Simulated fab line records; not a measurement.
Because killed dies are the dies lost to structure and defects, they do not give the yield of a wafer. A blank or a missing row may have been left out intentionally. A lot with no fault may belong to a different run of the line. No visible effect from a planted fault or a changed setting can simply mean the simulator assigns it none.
Comparing a struck lot with a sound one / flow sky130 / 44 steps out of a route of 708
Sound: wafers L238.2, L238.4, L238.6. Struck: wafer L255.1 (L255.2, L255.3, from the same lot, were not struck and are left out); the cause is given at the end.
Each step with rows lists, per side, the tool, then ch with its chambers, then its first start. Under that, the readings that differ: sound wafers / struck wafers / difference of the means / sigmas: that difference in standard deviations of wafers without a fault.
alike: a reading whose means differ by less than 2 such deviations, as well as words and numbers matching on both sides. not compared: withheld readings; readings where some wafer has no value; bounds like >300 that might hide an equal value; numbers whose values overlap and for which the record gives no deviation.
The two part at a step that has a row with sigmas, a row that says differs or no value, or rows on one side only. Non-overlapping numbers with no deviation appear without sigmas and do not part them. A reading missing from all wafers of one side parts the sides only when that side holds two or more wafers.

SKY_LOCAL_INTERCONNECT_CD_MEAS_11 targets a cd of 170 nm.
  sound on cd sem-02, day 32 10:17; struck on cd sem-01, day 37 11:14
  alike: cd nm
SKY_LOCAL_INTERCONNECT_OVL_MEAS_12:
  sound on overlay-01, day 32 10:23; struck on overlay-02, day 37 11:21
  alike: LOCAL_INTERCONNECT_OVL
then, 2 steps without rows for these wafers: SKY_LOCAL_INTERCONNECT_ETCH_13 (etches BARC in N2/H2, stops on SiO2, time 45.9 s, target depth 60 nm); SKY_LOCAL_INTERCONNECT_METAL_ETCH_14 (etches TiN in Cl2/BCl3, stops on PSG, target depth 110 nm, time 31.4 s).
SKY_LOCAL_INTERCONNECT_STRIP_15: strips in O2/N2.
  sound on plasma asher-02 ch 0,1, day 32 10:32; struck on plasma asher-02 ch 1, day 37 11:30
  alike: drypump motor current A, oes product au, strip time to endpoint s
  not compared: rf hours counter h
then, 4 steps without rows for these wafers: SKY_LOCAL_INTERCONNECT_STRIP_16 (strips in post etch residue remover, time 1200 s); SKY_LOCAL_INTERCONNECT_CLEAN_17 (cleans in IPA, time 180 s); SKY_LOCAL_INTERCONNECT_CLEAN_18 (cleans in O3/DIW); SKY_CONTACT_CVD_00 (deposits Si3N4, target thk 75 nm).
SKY_CONTACT_THK_MEAS_01:
  sound on film metro-01, day 32 11:10; struck on film metro-04, day 37 12:09
  alike: CONTACT_CVD_00_THK
then, 1 step without rows for these wafers: SKY_CONTACT_HDPCVD_02 (deposits SiO2, target thk 565 nm, time 94.2 s).
SKY_CONTACT_THK_MEAS_03:
  sound on film metro-03, day 32 11:18; struck on film metro-03, day 37 12:17
reading=CONTACT_HDPCVD_THK (nm); sound=581 577 569; struck=557; difference=-19; sigmas=-3
SKY_CONTACT_CMP_04: polishes SiO2.
  sound on cmp-01 ch 2,3, day 32 11:34; struck on cmp-01 ch 0, day 37 12:20
reading=model.SiO2_of_CONTACT_HDPCVD_02.thk nm (nm); sound=340.3 339.9 341.4; struck=305; difference=-36; sigmas=
  alike: motor current A, slurry filter dp kPa, slurry flow ml min, time to endpoint s
SKY_CONTACT_BOW_MEAS_05:
  sound on film metro-03, day 32 11:53; struck on film metro-04, day 37 12:38
  alike: CONTACT_BOW
then, 8 steps without rows for these wafers: SKY_CONTACT_DEHYDRATE_06 (time 60 s); SKY_CONTACT_HMDS_07 (prime time 60 s); SKY_CONTACT_COAT_08 (resist thk 60 nm); SKY_CONTACT_COAT_09 (resist thk 450 nm); SKY_CONTACT_SOFTBAKE_10 (time 90 s); SKY_CONTACT_EXPOSE_11 (exposes mask CTM1, target cd 170 nm); SKY_CONTACT_PEB_12; SKY_CONTACT_DEVELOP_13 (develop time 60 s).
SKY_CONTACT_CD_MEAS_14 targets a cd of 170 nm.
  sound on cd sem-02, day 33 16:05; struck on cd sem-01, day 38 14:50
  alike: cd nm
SKY_CONTACT_OVL_MEAS_15:
  sound on overlay-01, day 33 16:12; struck on overlay-01, day 38 14:58
  alike: CONTACT_OVL
SKY_CONTACT_ETCH_16: etches BARC in N2/H2, stops on SiO2, time 45.9 s, target depth 60 nm.
  sound on rie diel-01 ch 1,2,3, day 33 16:14; struck on rie diel-03 ch 3, day 38 15:00
reading=throttle valve pct (%); sound=13.218 13.196 13.231; struck=13.235; difference=+0.020; sigmas=+2
  alike: bias w, drypump motor current A, oes product au
  not compared: rf hours counter h
SKY_CONTACT_ETCH_17: etches SiO2 in C4F8/O2/Ar, stops on Si3N4, target depth 340 nm.
  sound on rie diel-01 ch 1,2,3, day 33 16:16; struck on rie diel-03 ch 3, day 38 15:02
reading=oes product au (a.u.); sound=0.901 0.893 0.894; struck=0.835; difference=-0.061; sigmas=-13
reading=model.etch.depth nm (nm); sound=340.3 339.9 341.4; struck=305; difference=-36; sigmas=
reading=model.CONTACT.feature depth nm (nm); sound=340.3 339.9 341.4; struck=305; difference=-36; sigmas=
  alike: bias w
then, 1 step without rows for these wafers: SKY_CONTACT_ETCH_18 (etches Si3N4 in CHF3/O2, stops on TiN, time 39 s, target depth 75 nm).
SKY_CONTACT_STRIP_19: strips in O2/N2.
  sound on plasma asher-02 ch 0,1, day 33 16:22; struck on plasma asher-03 ch 1, day 38 15:08
  alike: drypump motor current A, oes product au, strip time to endpoint s
  not compared: rf hours counter h
then, 3 steps without rows for these wafers: SKY_CONTACT_STRIP_20 (strips in post etch residue remover, time 1200 s); SKY_CONTACT_CLEAN_21 (cleans in IPA, time 180 s); SKY_CONTACT_CLEAN_22 (cleans in O3/DIW).
SKY_CONTACT_SPUTTER_23: material TiN, target thk 20 nm, time 80 s.
  sound on pvd sputter-04, day 33 16:57; struck on pvd sputter-03, day 38 15:43
  alike: throttle valve pct
then, 1 step without rows for these wafers: SKY_CONTACT_CVD_24 (deposits W, target thk 340 nm, time 102.12 s).
SKY_CONTACT_RS_MEAS_25: uses a four-point probe to measure.
  sound on film metro-03, day 33 17:09; struck on film metro-03, day 38 15:53
reading=CONTACT_W_RS (ohm/sq); sound=0.327 0.329 0.329; struck=0.339; difference=+0.011; sigmas=+2
SKY_CONTACT_THK_MEAS_26: measures by xrf.
  sound on film metro-03, day 33 17:16; struck on film metro-03, day 38 16:01
  alike: CONTACT_W_THK
then, 3 steps without rows for these wafers: SKY_CONTACT_CMP_27 (polishes, stops on SiO2, t overpolish 15 s, target thk 0 nm); SKY_METAL1_SPUTTER_00 (material Ti, target thk 15 nm, time 10 s); SKY_METAL1_SPUTTER_01 (material TiN, target thk 20 nm, time 16.7 s).
SKY_METAL1_SPUTTER_02: material AlCu, target thk 250 nm, time 13.3 s.
  sound on pvd sputter-02, day 33 17:39; struck on pvd sputter-01, day 38 16:25
  alike: throttle valve pct
then, 2 steps without rows for these wafers: SKY_METAL1_SPUTTER_03 (material Ti, target thk 5 nm, time 3.3 s); SKY_METAL1_SPUTTER_04 (material TiN, target thk 70 nm, time 58.3 s).
SKY_METAL1_RS_MEAS_05: uses a four-point probe to measure.
  sound on film metro-02, day 33 17:46; struck on film metro-02, day 38 16:31
  alike: METAL1_ALCU_RS
SKY_METAL1_METAL_ETCH_19: etches the open film in Cl2/BCl3, stops on SiO2, target depth 360 nm, time 78 s.
  sound on rie metal-01 ch 0, day 34 21:16; struck on rie metal-04 ch 0, day 39 18:14
reading=drypump motor current A (A); sound=5.6 5.6 5.6; struck=6.3; difference=+0.7; sigmas=+2
reading=rf hours counter h (h); sound=- - -; struck=17; difference=no value on the sound wafers; sigmas=
reading=model.SiO2_of_CONTACT_HDPCVD_02.thk nm (nm); sound=326.2 325.8 327.3; struck=291.3; difference=-35.1; sigmas=
  alike: bias w, oes product au, throttle valve pct
SKY_PAD_OPEN_PROBE_99:
  the record holds rows for the sound wafers here (prober-02, day 47 19:51) but none for the struck ones

== WHERE THEY PART ==
Last at SKY_PAD_OPEN_PROBE_99 as far as this record goes, first at SKY_CONTACT_THK_MEAS_03.

WHY: the cause the simulator had injected
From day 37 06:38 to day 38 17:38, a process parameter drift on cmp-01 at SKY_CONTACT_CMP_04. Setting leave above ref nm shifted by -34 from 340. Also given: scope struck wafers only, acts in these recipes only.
